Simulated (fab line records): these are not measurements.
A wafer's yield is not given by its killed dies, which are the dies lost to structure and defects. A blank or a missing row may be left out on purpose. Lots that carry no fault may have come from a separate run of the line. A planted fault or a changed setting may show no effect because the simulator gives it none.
fab line records ; flow sky130
record: lots: 13; wafers: 39; last-day: 50
route steps=708 shown SONOS_ONO@171 POLY_GATE@234 LDD_N@254 PAD_OPEN@708
lots that met no fault: taken from a fault-free run of the same line
start-h: the number of hours between the record's first day and the start of the first shown wafer of the lot ; wait-h: hours from the lot's prior step to this one ; " the same as in the row above ; L1.1+2: one row covering several wafers at once ; - no value, or no start was given ; * or withheld: withheld ; < > ~ a bound
route shown NAME@n: names a module that has steps shown in the file, with the first one's number in the route ; usual: mean and standard deviation over wafers with no fault ; same: alike in all rows ; chamber/n: place in a boat ; sites: per-site readings ; _std_site: standard deviation across them ; _edge_site: inner sites' mean taken away from outer sites' mean ; radius-mm: how far each site lies from the wafer's centre ; mask NAME#n: copy n ; behind: the most recent tool/chamber to have shaped the wafer ; hold: cause of the lot's hold/its duration in hours/its outcome ; device: the transistor (n, p or np) that didn't switch ; end of line: at the end of the route, the tests of the same wafers ; a step given without rows: its recipe and nothing more ; killed: not the wafer's yield, but the dies lost to structure and defects at the first sort ; map: per-die view of a wafer (x killed, . not killed, _ where there is no die)
set.NAME: setting as actually run; set.NAME@STEP: the setting as run at that earlier step ; model.NAME: the simulator's own value behind a step, which no gauge read
route steps across a sampled set of lots; one table per step, one row per wafer
services: a tool's chamber out of use, with start hour (start-h, from the record's first day; less than 0 if before it), hours out, and reason
== steps ==
step: SKY_SONOS_ONO_THK_MEAS_03
recipe: reads: Si3N4_of_SONOS_ONO_CVD_02
usual: SONOS_ONO_CVD_02_THK: 10.48/0.14
lot.wafer;tool;chamber;start-h;wait-h;SONOS_ONO_CVD_02_THK[nm]
L654.1;film-metro-04;-;241.51;0.0;10.08
L654.4;film-metro-04;-;241.51;0.0;10.30
L654.6;film-metro-04;-;241.51;0.0;10.22
L655.2;film-metro-03;-;260.76;0.0;10.44
L655.3;film-metro-03;-;260.76;0.0;10.38
L655.6;film-metro-03;-;260.76;0.0;10.23
L656.1;film-metro-04;-;266.51;0.0;10.24
L656.2;film-metro-04;-;266.51;0.0;10.33
L656.5;film-metro-04;-;266.51;0.0;10.35
L658.2;film-metro-01;-;281.24;0.0;10.33
L658.5;film-metro-01;-;281.24;0.0;10.36
L658.6;film-metro-01;-;281.24;0.0;10.22
L660.1;film-metro-01;-;311.40;0.0;10.45
L660.2;film-metro-01;-;311.40;0.0;10.62
L660.3;film-metro-01;-;311.40;0.0;10.56
L661.2;film-metro-03;-;311.41;0.0;10.52
L661.4;film-metro-03;-;311.41;0.0;10.45
L661.5;film-metro-03;-;311.41;0.0;10.46
L664.2;film-metro-03;-;337.61;0.0;10.47
L664.3;film-metro-03;-;337.61;0.0;10.47
L664.4;film-metro-03;-;337.61;0.0;10.55
L667.2;film-metro-04;-;356.26;0.0;10.51
L667.5;film-metro-04;-;356.26;0.0;10.50
L667.6;film-metro-04;-;356.26;0.0;10.61
L669.2;film-metro-04;-;396.40;0.0;10.53
L669.4;film-metro-04;-;396.40;0.0;10.56
L669.5;film-metro-04;-;396.40;0.0;10.51
L672.1;film-metro-04;-;396.45;0.1;10.46
L672.3;film-metro-04;-;396.45;0.1;10.46
L672.5;film-metro-04;-;396.45;0.1;10.53
L674.1;film-metro-03;-;425.19;0.0;10.64
L674.5;film-metro-03;-;425.19;0.0;10.72
L674.6;film-metro-03;-;425.19;0.0;10.79
L675.1;film-metro-03;-;436.30;0.0;10.56
L675.2;film-metro-03;-;436.30;0.0;10.58
L675.4;film-metro-03;-;436.30;0.0;10.73
L677.2;film-metro-01;-;442.70;0.0;10.44
L677.3;film-metro-01;-;442.70;0.0;10.39
L677.6;film-metro-01;-;442.70;0.0;10.43
step: SKY_SONOS_ONO_OVL_MEAS_14
usual: SONOS_ONO_OVL: -0.7/1.3
lot.wafer;tool;chamber;start-h;wait-h;SONOS_ONO_OVL[nm]
L654.1;overlay-02;-;267.06;0.1;-1.8
L654.4;overlay-02;-;267.06;0.1;-2.0
L654.6;overlay-02;-;267.06;0.1;-2.0
L655.2;overlay-01;-;290.71;0.1;-0.4
L655.3;overlay-01;-;290.71;0.1;-1.6
L655.6;overlay-01;-;290.71;0.1;-0.2
L656.1;overlay-02;-;292.86;0.1;-0.6
L656.2;overlay-02;-;292.86;0.1;0.8
L656.5;overlay-02;-;292.86;0.1;0.0
L658.2;overlay-02;-;307.95;0.1;0.7
L658.5;overlay-02;-;307.95;0.1;0.4
L658.6;overlay-02;-;307.95;0.1;-0.3
L660.1;overlay-01;-;339.11;0.1;-0.4
L660.2;overlay-01;-;339.11;0.1;1.4
L660.3;overlay-01;-;339.11;0.1;0.1
L661.2;overlay-02;-;339.35;0.1;-1.7
L661.4;overlay-02;-;339.35;0.1;-2.1
L661.5;overlay-02;-;339.35;0.1;0.1
L664.2;overlay-02;-;367.36;0.1;-0.3
L664.3;overlay-02;-;367.36;0.1;-0.1
L664.4;overlay-02;-;367.36;0.1;2.4
L667.2;overlay-01;-;385.21;0.1;-0.9
L667.5;overlay-01;-;385.21;0.1;-0.8
L667.6;overlay-01;-;385.21;0.1;-1.6
L669.2;overlay-02;-;428.41;0.1;-1.9
L669.4;overlay-02;-;428.41;0.1;-1.0
L669.5;overlay-02;-;428.41;0.1;-0.5
L672.1;overlay-01;-;429.89;0.1;0.9
L672.3;overlay-01;-;429.89;0.1;0.3
L672.5;overlay-01;-;429.89;0.1;1.8
L674.1;overlay-01;-;458.29;0.1;0.5
L674.5;overlay-01;-;458.29;0.1;1.1
L674.6;overlay-01;-;458.29;0.1;-1.0
L675.1;overlay-01;-;469.11;0.1;-0.3
L675.2;overlay-01;-;469.11;0.1;0.0
L675.4;overlay-01;-;469.11;0.1;-1.8
L677.2;overlay-01;-;475.26;0.1;-1.3
L677.3;overlay-01;-;475.26;0.1;-2.4
L677.6;overlay-01;-;475.26;0.1;-2.9
step: SKY_POLY_GATE_OXIDATION_20
recipe: temp-c: 850; ambient: O2; stabilise-s: 600; purge-s: 300; target-thk-a: 40; ox-time-s: 899
usual: spike-tc-bottom-C: 868.0/2.1; spike-tc-lower-C: 850.5/1.1
lot.wafer;tool;chamber;start-h;wait-h;spike-tc-bottom-C;spike-tc-lower-C
L654.1;furnace-02;0;355.05;0.6;870.1;849.8
L654.4;furnace-02;0;355.05;0.6;867.5;849.1
L654.6;furnace-02;0;355.05;0.6;869.2;850.7
L655.2;furnace-02;0;380.20;0.9;870.8;848.9
L655.3;furnace-02;0;380.20;0.9;869.4;851.0
L655.6;furnace-02;0;380.20;0.9;868.8;850.4
L656.1;furnace-01;0;381.73;0.2;867.1;852.2
L656.2;furnace-01;0;381.73;0.2;865.7;850.0
L656.5;furnace-01;0;381.73;0.2;868.1;848.6
L658.2;furnace-02;0;426.74;1.0;870.2;851.2
L658.5;furnace-02;0;426.74;1.0;869.6;850.0
L658.6;furnace-02;0;426.74;1.0;870.0;851.4
L660.1;furnace-01;0;433.32;0.1;867.3;849.7
L660.2;furnace-01;0;433.32;0.1;864.5;849.6
L660.3;furnace-01;0;433.32;0.1;864.7;851.4
L661.2;furnace-01;0;433.32;0.1;865.2;851.0
L661.4;furnace-01;0;433.32;0.1;866.0;851.5
L661.5;furnace-01;0;433.32;0.1;865.8;850.6
L664.2;furnace-02;0;464.46;0.7;869.9;850.8
L664.3;furnace-02;0;464.46;0.7;870.4;848.1
L664.4;furnace-02;0;464.46;0.7;868.7;851.8
L667.2;furnace-02;0;482.61;0.0;867.3;848.9
L667.5;furnace-02;0;482.61;0.0;870.3;851.1
L667.6;furnace-02;0;482.61;0.0;868.4;848.6
L669.2;furnace-01;0;530.21;0.1;867.3;851.0
L669.4;furnace-01;0;530.21;0.1;863.7;850.9
L669.5;furnace-01;0;530.21;0.1;867.8;848.1
L672.1;furnace-01;0;534.02;0.0;864.4;850.0
L672.3;furnace-01;0;534.02;0.0;866.5;853.2
L672.5;furnace-01;0;534.02;0.0;866.2;849.8
L674.1;furnace-01;0;556.42;0.0;867.5;850.5
L674.5;furnace-01;0;556.42;0.0;866.3;851.2
L674.6;furnace-01;0;556.42;0.0;866.6;850.0
L675.1;furnace-02;0;570.76;1.3;870.1;848.1
L675.2;furnace-02;0;570.76;1.3;871.6;850.4
L675.4;furnace-02;0;570.76;1.3;870.4;850.1
L677.2;furnace-01;0;573.02;0.0;867.8;851.8
L677.3;furnace-01;0;573.02;0.0;864.2;852.4
L677.6;furnace-01;0;573.02;0.0;865.4;851.7
step: SKY_POLY_GATE_THK_MEAS_21
recipe: reads: SiO2_of_POLY_GATE_OXIDATION_20
usual: POLY_GATE_OXIDATION_THK: 3.99/0.079
lot.wafer;tool;chamber;start-h;wait-h;hold;POLY_GATE_OXIDATION_THK[nm]
L654.1;film-metro-03;-;356.30;0.0;-;4.05
L654.4;film-metro-03;-;356.30;0.0;-;4.08
L654.6;film-metro-03;-;356.30;0.0;-;4.07
L655.2;film-metro-03;-;381.45;0.0;-;3.97
L655.3;film-metro-03;-;381.45;0.0;-;3.92
L655.6;film-metro-03;-;381.45;0.0;-;3.95
L656.1;film-metro-04;-;382.98;0.0;-;4.00
L656.2;film-metro-04;-;382.98;0.0;-;3.86
L656.5;film-metro-04;-;382.98;0.0;-;3.96
L658.2;film-metro-03;-;428.00;0.0;-;4.04
L658.5;film-metro-03;-;428.00;0.0;-;4.04
L658.6;film-metro-03;-;428.00;0.0;-;4.15
L660.1;film-metro-04;-;434.57;0.0;-;3.92
L660.2;film-metro-04;-;434.57;0.0;-;4.00
L660.3;film-metro-04;-;434.57;0.0;-;3.95
L661.2;film-metro-02;-;434.64;0.1;-;3.95
L661.4;film-metro-02;-;434.64;0.1;-;3.96
L661.5;film-metro-02;-;434.64;0.1;-;3.97
L664.2;film-metro-04;-;465.72;0.0;await-dispo/0.2h/release;4.48
L664.3;film-metro-04;-;465.72;0.0;await-dispo/0.2h/release;4.52
L664.4;film-metro-04;-;465.72;0.0;await-dispo/0.2h/release;4.57
L664.2;film-metro-04;-;465.95;0.2;-;4.49
L664.3;film-metro-04;-;465.95;0.2;-;4.50
L664.4;film-metro-04;-;465.95;0.2;-;4.52
L667.2;film-metro-03;-;483.87;0.0;await-dispo/0.2h/release;4.56
L667.5;film-metro-03;-;483.87;0.0;await-dispo/0.2h/release;4.59
L667.6;film-metro-03;-;483.87;0.0;await-dispo/0.2h/release;4.63
L667.2;film-metro-03;-;484.10;0.2;-;4.60
L667.5;film-metro-03;-;484.10;0.2;-;4.61
L667.6;film-metro-03;-;484.10;0.2;-;4.62
L669.2;film-metro-03;-;531.47;0.0;-;4.07
L669.4;film-metro-03;-;531.47;0.0;-;4.12
L669.5;film-metro-03;-;531.47;0.0;-;4.04
L672.1;film-metro-03;-;535.27;0.0;-;4.10
L672.3;film-metro-03;-;535.27;0.0;-;4.06
L672.5;film-metro-03;-;535.27;0.0;-;4.07
L674.1;film-metro-04;-;557.67;0.0;-;4.12
L674.5;film-metro-04;-;557.67;0.0;-;4.08
L674.6;film-metro-04;-;557.67;0.0;-;4.05
L675.1;film-metro-04;-;572.01;0.0;-;3.85
L675.2;film-metro-04;-;572.01;0.0;-;3.81
L675.4;film-metro-04;-;572.01;0.0;-;3.84
L677.2;film-metro-03;-;574.28;0.0;-;3.95
L677.3;film-metro-03;-;574.28;0.0;-;3.91
L677.6;film-metro-03;-;574.28;0.0;-;3.85
step: SKY_LDD_N_TW_MEAS_17
usual: LDD_N_TW: 2586/17
lot.wafer;tool;chamber;start-h;wait-h;LDD_N_TW
L654.1;film-metro-03;-;385.47;0.1;2559
L654.4;film-metro-03;-;385.47;0.1;2580
L654.6;film-metro-03;-;385.47;0.1;2575
L655.2;film-metro-04;-;410.28;0.1;2593
L655.3;film-metro-04;-;410.28;0.1;2589
L655.6;film-metro-04;-;410.28;0.1;2604
L656.1;film-metro-03;-;411.87;0.1;2576
L656.2;film-metro-03;-;411.87;0.1;2575
L656.5;film-metro-03;-;411.87;0.1;2556
L658.2;film-metro-04;-;460.08;0.1;2587
L658.5;film-metro-04;-;460.08;0.1;2573
L658.6;film-metro-04;-;460.08;0.1;2572
L660.1;film-metro-03;-;466.52;0.1;2562
L660.2;film-metro-03;-;466.52;0.1;2571
L660.3;film-metro-03;-;466.52;0.1;2563
L661.2;film-metro-01;-;466.93;0.1;2624
L661.4;film-metro-01;-;466.93;0.1;2598
L661.5;film-metro-01;-;466.93;0.1;2604
L664.2;film-metro-03;-;497.17;0.1;2593
L664.3;film-metro-03;-;497.17;0.1;2567
L664.4;film-metro-03;-;497.17;0.1;2593
L667.2;film-metro-01;-;514.92;0.1;2612
L667.5;film-metro-01;-;514.92;0.1;2610
L667.6;film-metro-01;-;514.92;0.1;2596
L669.2;film-metro-01;-;562.63;0.1;2608
L669.4;film-metro-01;-;562.63;0.1;2609
L669.5;film-metro-01;-;562.63;0.1;2618
L672.1;film-metro-03;-;566.07;0.1;2574
L672.3;film-metro-03;-;566.07;0.1;2576
L672.5;film-metro-03;-;566.07;0.1;2593
L674.1;film-metro-04;-;588.36;0.1;2573
L674.5;film-metro-04;-;588.36;0.1;2584
L674.6;film-metro-04;-;588.36;0.1;2578
L675.1;film-metro-04;-;602.41;0.1;2586
L675.2;film-metro-04;-;602.41;0.1;2590
L675.4;film-metro-04;-;602.41;0.1;2587
L677.2;film-metro-01;-;604.22;0.1;2583
L677.3;film-metro-01;-;604.22;0.1;2602
L677.6;film-metro-01;-;604.22;0.1;2590
step: SKY_PAD_OPEN_PROBE_99
usual: killed_at_M0_to_M3: 44/7; killed_at_M4_up: 3.0/1.9; killed-at-contacts: 24/5.4; killed-at-front-end: 15/4.6; killed-at-other: 0.3/0.5; killed-dies: 87/10; killed-open: 47/7; killed-short: 40/6.2
same: gross-dies: 492; killed-at-back-side: 0
lot.wafer;tool;chamber;start-h;wait-h;killed_at_M0_to_M3;killed_at_M4_up;killed-at-contacts;killed-at-front-end;killed-at-other;killed-dies;killed-open;killed-short
L656.1;prober-02;-;1078.90;0.1;41;1;23;19;0;84;48;36
L656.2;prober-02;-;1078.95;0.1;42;5;34;14;1;96;42;54
L656.5;prober-02;-;1079.10;0.2;47;1;21;11;1;81;46;35
L658.2;prober-02;-;1109.06;0.1;48;1;11;17;0;77;43;34
L658.5;prober-02;-;1109.21;0.2;37;2;14;17;0;70;42;28
L658.6;prober-02;-;1109.26;0.2;49;4;18;13;0;84;43;41
L664.2;prober-01;-;1138.67;0.1;45;1;26;7;0;79;48;31
L664.3;prober-01;-;1138.72;0.2;47;7;25;10;0;89;48;41
L664.4;prober-01;-;1138.77;0.2;39;0;29;15;0;83;44;39
L677.2;prober-02;-;1197.27;0.1;38;2;17;18;0;75;36;39
L677.3;prober-02;-;1197.32;0.2;41;2;29;22;0;94;51;43
L677.6;prober-02;-;1197.47;0.2;39;1;30;12;1;83;45;38
killed by level:class
L656.1 VIA1:geometric-particle:open=11 VIA2:geometric-particle:open=8 LI_CONTACT:geometric-particle:open=7 CONTACT:geometric-particle:open=6 POLY_GATE:geometric-particle:short=5 CONTACT:geometric-particle:short=5 FIELD_ISO:geometric-particle:short=4 FIELD_ISO:geometric-particle:open=4
L656.2 CONTACT:geometric-particle:short=11 CONTACT:geometric-particle:open=10 VIA1:geometric-particle:open=10 VIA2:geometric-particle:short=6 LOCAL_INTERCONNECT:geometric-particle:short=5 METAL2:geometric-particle:short=5 METAL4:geometric-particle:short=5 LI_CONTACT:geometric-particle:short=4
L656.5 LI_CONTACT:geometric-particle:open=9 VIA1:geometric-particle:open=8 VIA3:geometric-particle:open=7 VIA2:geometric-particle:open=6 VIA2:geometric-particle:short=6 POLY_GATE:geometric-particle:open=4 LI_CONTACT:geometric-particle:short=4 METAL1:geometric-particle:short=4
L658.2 VIA1:geometric-particle:open=10 VIA3:geometric-particle:open=8 VIA2:geometric-particle:open=7 METAL1:geometric-particle:short=7 POLY_GATE:geometric-particle:open=5 CONTACT:geometric-particle:open=5 FIELD_ISO:geometric-particle:open=4 VIA1:geometric-particle:short=4
L658.5 VIA1:geometric-particle:open=13 CONTACT:geometric-particle:open=6 VIA3:geometric-particle:open=6 FIELD_ISO:geometric-particle:short=4 METAL2:geometric-particle:short=4 VIA2:geometric-particle:open=4 POLY_GATE:geometric-particle:open=3 LI_CONTACT:geometric-particle:short=3
L658.6 VIA3:geometric-particle:open=10 VIA2:geometric-particle:open=8 LI_CONTACT:geometric-particle:open=6 METAL2:geometric-particle:short=6 METAL1:geometric-particle:short=5 CONTACT:geometric-particle:open=5 VIA1:geometric-particle:open=5 VIA2:geometric-particle:short=5
L664.2 VIA1:geometric-particle:open=10 CONTACT:geometric-particle:open=9 LI_CONTACT:geometric-particle:open=8 VIA3:geometric-particle:open=7 VIA1:geometric-particle:short=6 METAL1:geometric-particle:short=5 VIA2:geometric-particle:open=4 LOCAL_INTERCONNECT:geometric-particle:short=4
L664.3 CONTACT:geometric-particle:open=13 VIA1:geometric-particle:open=8 LI_CONTACT:geometric-particle:open=7 METAL1:geometric-particle:short=7 VIA1:geometric-particle:short=7 VIA2:geometric-particle:open=6 METAL4:geometric-particle:short=6 VIA2:geometric-particle:short=4
L664.4 VIA1:geometric-particle:open=12 CONTACT:geometric-particle:open=8 CONTACT:geometric-particle:short=8 FIELD_ISO:geometric-particle:open=6 METAL1:geometric-particle:short=6 VIA3:geometric-particle:open=6 LI_CONTACT:geometric-particle:open=5 LOCAL_INTERCONNECT:geometric-particle:short=5
L677.2 VIA1:geometric-particle:open=8 FIELD_ISO:geometric-particle:short=6 LI_CONTACT:geometric-particle:open=6 VIA1:geometric-particle:short=6 CONTACT:geometric-particle:open=5 VIA3:geometric-particle:open=5 FIELD_ISO:geometric-particle:open=4 LOCAL_INTERCONNECT:geometric-particle:short=4
L677.3 LI_CONTACT:geometric-particle:open=11 METAL2:geometric-particle:short=11 VIA1:geometric-particle:open=9 VIA2:geometric-particle:open=6 CONTACT:geometric-particle:open=6 FIELD_ISO:geometric-particle:open=5 FIELD_ISO:geometric-particle:short=5 POLY_GATE:geometric-particle:short=5
L677.6 CONTACT:geometric-particle:open=16 VIA3:geometric-particle:open=5 VIA1:geometric-particle:open=5 LI_CONTACT:geometric-particle:open=5 LOCAL_INTERCONNECT:geometric-particle:short=5 METAL1:geometric-particle:short=5 VIA1:geometric-particle:short=5 VIA2:geometric-particle:short=5
== services ==
tool;chamber;start-h;hours;kind
furnace-02;-;409.20;3.4;pm
furnace-01;-;442.01;3.1;pm
furnace-01;-;445.86;3.3;repair
furnace-02;-;468.23;3.6;pm
furnace-01;-;480.61;2.7;pm
furnace-02;-;496.87;7.0;repair
== key ==
first-sign: step: SKY_POLY_GATE_THK_MEAS_21; reading: visit; direction: added
effect: step: SKY_POLY_GATE_THK_MEAS_21; reading: POLY_GATE_OXIDATION_THK; direction: up; sigmas: 7.2; usual: 3.99; struck: 4.56
met-at SKY_POLY_GATE_OXIDATION_20
struck-lots L664,L667
tester-left-out L664,L667
not-acting-at SKY_SONOS_ONO_THK_MEAS_03,SKY_SONOS_ONO_OVL_MEAS_14,SKY_LDD_N_TW_MEAS_17
onset-between 426.74 464.46
fault: kind: process-parameter-drift; tool: furnace-02; chamber: -; onset-h: 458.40; steps: SKY_POLY_GATE_OXIDATION_20; channel: ox-time-s; offset: *; shape: step; end-h: 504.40; acts-in: *; stated: *
tester-left-out: of these lots the tester's yield and bins aren't shown, on N5 and GAA mostly nor the transistor test; their killed dies are dies lost to structure and defects alone, not to doping, threshold or leakage, so they don't give the yield
